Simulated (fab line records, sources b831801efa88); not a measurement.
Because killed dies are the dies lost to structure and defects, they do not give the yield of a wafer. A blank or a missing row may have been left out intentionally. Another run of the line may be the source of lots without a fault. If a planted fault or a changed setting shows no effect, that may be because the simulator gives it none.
What tool caused it? ; flow sky130 ; 14 lots, 42 wafers sampled, at 6 steps of a route of 708

WHAT THE GAUGES READ, wafer by wafer
SKY_METAL2_RS_MEAS_05: a four-point-probe measurement. Usual: METAL2_ALCU_RS 0.1269 ohm/sq, standard deviation 0.0022.
lot;measured;on;METAL2_ALCU_RS (ohm/sq);flag
L818;day 34 16:13;filmMetro-03;0.1308 0.1262 0.1317;
L819;day 34 16:21;filmMetro-01;0.1247 0.1239 0.1245;
L820;day 34 19:23;filmMetro-01;0.1242 0.1248 0.1262;
L821;day 35 17:40;filmMetro-03;0.1285 0.1301 0.1309;
L824;day 36 01:40;filmMetro-03;0.1261 0.1277 0.1248;
L823;day 36 03:09;filmMetro-03;0.1304 0.1243 0.1303;
L825;day 36 09:55;filmMetro-04;0.1307 0.0646 0.0647;OFF
L827;day 37 01:15;filmMetro-04;0.1271 0.1282 0.1293;
L828;day 37 03:37;filmMetro-04;0.0643 0.1252 0.1251;OFF
L835;day 39 14:43;filmMetro-04;0.1238 0.1232 0.1232;
L836;day 39 16:08;filmMetro-01;0.1265 0.1259 0.1314;
L837;day 40 00:02;filmMetro-01;0.1324 0.1276 0.1322;
L839;day 40 15:49;filmMetro-03;0.1266 0.1261 0.1267;
L840;day 40 18:38;filmMetro-01;0.1282 0.1269 0.1274;

SKY_METAL2_THK_MEAS_06: measures by xrf. Usual: METAL2_ALCU_THK 258 nm, standard deviation 4.4.
lot;measured;on;METAL2_ALCU_THK (nm);flag
L818;day 34 16:19;filmMetro-03;250 257 249;
L819;day 34 16:28;filmMetro-01;260 262 261;
L820;day 34 19:29;filmMetro-01;259 261 258;
L821;day 35 17:47;filmMetro-03;257 251 251;
L824;day 36 01:47;filmMetro-03;261 258 262;
L823;day 36 03:16;filmMetro-03;251 266 253;
L825;day 36 10:02;filmMetro-04;251 499 497;OFF
L827;day 37 01:20;filmMetro-04;258 257 253;
L828;day 37 03:43;filmMetro-04;504 263 262;OFF
L835;day 39 14:49;filmMetro-04;264 265 267;
L836;day 39 16:15;filmMetro-01;257 260 249;
L837;day 40 00:08;filmMetro-01;248 253 247;
L839;day 40 15:56;filmMetro-03;259 261 260;
L840;day 40 18:44;filmMetro-01;255 258 255;

SKY_METAL2_OVL_MEAS_16. Usual: METAL2_OVL -1 nm, standard deviation 4.8.
lot;measured;on;METAL2_OVL (nm);flag
L818;day 35 17:46;overlay-02;2 0 -4;
L819;day 35 18:46;overlay-01;-2 13 5;
L820;day 35 20:16;overlay-01;3 -2 -4;
L821;day 36 19:19;overlay-01;-3 4 3;
L824;day 37 03:54;overlay-02;3 -5 6;
L823;day 37 05:10;overlay-02;-5 1 -2;
L825;day 37 11:45;overlay-01;-8 -8 -9;
L827;day 38 02:29;overlay-02;7 -1 3;
L828;day 38 05:19;overlay-02;-4 -5 -1;
L835;day 40 15:06;overlay-02;2 6 2;
L836;day 40 16:55;overlay-01;-3 2 -6;
L837;day 41 00:13;overlay-02;-12 -6 -9;
L839;day 41 15:54;overlay-01;-7 -8 -4;
L840;day 41 18:51;overlay-02;10 5 -2;

WHAT TOOL EACH LOT RAN ON (gives the tool, then ch and the chambers of the sampled wafers, and finally the start)
lot;SKY_METAL1_DESCUM_17;SKY_VIA1_CMP_02;SKY_METAL2_SPUTTER_02
L818;rieMetal-01 ch 1, day 33 09:52;cmp-02 ch 1,3, day 33 10:59;pvdSputter-04, day 34 16:06
L819;rieMetal-03 ch 0,1, day 33 10:30;cmp-01 ch 0,1,3, day 33 11:27;pvdSputter-01, day 34 16:16
L820;rieMetal-01 ch 0,1, day 33 14:15;cmp-01 ch 0,1,2, day 33 15:12;pvdSputter-01, day 34 19:16
L821;rieMetal-03 ch 0, day 34 12:57;cmp-02 ch 0,2,3, day 34 14:19;pvdSputter-02, day 35 17:33
L824;rieMetal-04 ch 0,1, day 34 20:41;cmp-02 ch 0,1,3, day 34 21:41;pvdSputter-01, day 36 01:34
L823;rieMetal-01 ch 0, day 34 22:20;cmp-02 ch 0,2,3, day 34 23:20;pvdSputter-04, day 36 03:02
L825;rieMetal-03 ch 0, day 35 05:58;cmp-02 ch 0,1,2, day 35 07:05;pvdSputter-04, day 36 09:48
L827;rieMetal-01 ch 0,1, day 35 20:12;cmp-02 ch 0,3, day 35 21:11;pvdSputter-02, day 37 01:06
L828;rieMetal-04 ch 0,1, day 35 23:40;cmp-02 ch 0,3, day 36 00:37;pvdSputter-04, day 37 03:29
L835;rieMetal-03 ch 0,1, day 38 11:00;cmp-01 ch 1,2, day 38 12:02;pvdSputter-04, day 39 14:36
L836;rieMetal-04 ch 0,1, day 38 12:01;cmp-02 ch 0,2,3, day 38 13:01;pvdSputter-04, day 39 16:02
L837;rieMetal-01 ch 0,1, day 38 20:37;cmp-01 ch 0,2,3, day 38 21:33;pvdSputter-04, day 39 23:54
L839;rieMetal-01 ch 0,1, day 39 12:39;cmp-02 ch 0,1, day 39 13:41;pvdSputter-04, day 40 15:44
L840;rieMetal-01 ch 0,1, day 39 15:05;cmp-01 ch 1,2, day 39 16:04;pvdSputter-01, day 40 18:31
- SKY_METAL1_DESCUM_17: chemistry O2, time 8 s.
- SKY_VIA1_CMP_02: polishes SiO2.
- SKY_METAL2_SPUTTER_02: material AlCu, target thk 250 nm, time 13.3 s.

AS READ BY THE TOOLS THEMSELVES (means over the sampled wafers that have a number; for cases with no such wafer, the mark the record gives instead)
SKY_METAL1_DESCUM_17. Usual: drypumpMotorCurrentA 5.74 A, standard deviation 0.13; oesProductAu 0.999 a.u., standard deviation 0.012.
lot;tool;drypumpMotorCurrentA (A);oesProductAu (a.u.);flag
L818;rieMetal-01;5.92;1.007;
L819;rieMetal-03;5.76;1.005;
L820;rieMetal-01;5.86;0.999;
L821;rieMetal-03;5.64;1.008;
L824;rieMetal-04;5.64;0.989;
L823;rieMetal-01;5.71;0.981;
L825;rieMetal-03;5.68;1.001;
L827;rieMetal-01;5.85;0.992;
L828;rieMetal-04;5.60;0.995;
L835;rieMetal-03;5.83;1.015;
L836;rieMetal-04;5.65;1.000;
L837;rieMetal-01;5.84;1.002;
L839;rieMetal-01;5.77;0.985;
L840;rieMetal-01;5.86;0.997;

SKY_VIA1_CMP_02. Usual: motorCurrentA 11.9 A, standard deviation 1.4; platenRpm 59.99 rpm, standard deviation 0.041.
lot;tool;motorCurrentA (A);platenRpm (rpm);flag
L818;cmp-02;10.7;60.00;
L819;cmp-01;12.5;59.95;
L820;cmp-01;12.4;60.00;
L821;cmp-02;11.6;60.02;
L824;cmp-02;11.3;60.00;
L823;cmp-02;11.7;60.00;
L825;cmp-02;12.1;60.03;
L827;cmp-02;12.1;60.00;
L828;cmp-02;12.1;60.03;
L835;cmp-01;11.0;60.00;
L836;cmp-02;11.2;60.00;
L837;cmp-01;13.4;59.99;
L839;cmp-02;11.8;59.97;
L840;cmp-01;11.4;59.97;

SKY_METAL2_SPUTTER_02. Usual: cathodeDcPowerW 10600 W, standard deviation 1.9; chamberPressurePa 0.4001 Pa, standard deviation 0.00085; throttleValvePct 30.1 %, standard deviation 0.97.
lot;tool;cathodeDcPowerW (W);chamberPressurePa (Pa);throttleValvePct (%);flag
L818;pvdSputter-04;10600;0.4008;30.5;
L819;pvdSputter-01;10598;0.4001;30.6;
L820;pvdSputter-01;10599;0.3996;30.4;
L821;pvdSputter-02;10601;0.4003;30.1;
L824;pvdSputter-01;10599;0.4007;30.5;
L823;pvdSputter-04;10601;0.3989;29.3;
L825;pvdSputter-04;10600;0.3999;30.8;
L827;pvdSputter-02;10600;0.4006;29.8;
L828;pvdSputter-04;10602;0.4009;30.0;
L835;pvdSputter-04;10601;0.4002;31.1;
L836;pvdSputter-04;10600;0.4001;29.8;
L837;pvdSputter-04;10600;0.4001;30.4;
L839;pvdSputter-04;10600;0.4013;30.8;
L840;pvdSputter-01;10601;0.4006;30.9;

THE ANSWER, worked out from the rows above alone
Rule: take the mean of a lot's wafers that have a number; if it is more than 3 standard deviations from the usual mean, the lot is off. Also off: a lot with no number at a reading for which 4 or more lots have one. All remaining lots with rows at the step are treated as sound. The gauges are gone through in route order, then the tools' own readings, and for those a lot's mean is taken as printed above. The first step at which some lot is off is used, and at that step the reading that is off furthest; a lot without a number counts as furthest.
Off: L825, L828, seen at SKY_METAL2_RS_MEAS_05 (METAL2_ALCU_RS).
A tool fits if, at a process step before that reading, it ran every lot that is off, and no sound lot after the first of them. Those tools and the gauges at SKY_METAL2_RS_MEAS_05 are tried in the same way. Of those tried, none fits.

WHAT WAS PUT IN BY THE SIMULATOR
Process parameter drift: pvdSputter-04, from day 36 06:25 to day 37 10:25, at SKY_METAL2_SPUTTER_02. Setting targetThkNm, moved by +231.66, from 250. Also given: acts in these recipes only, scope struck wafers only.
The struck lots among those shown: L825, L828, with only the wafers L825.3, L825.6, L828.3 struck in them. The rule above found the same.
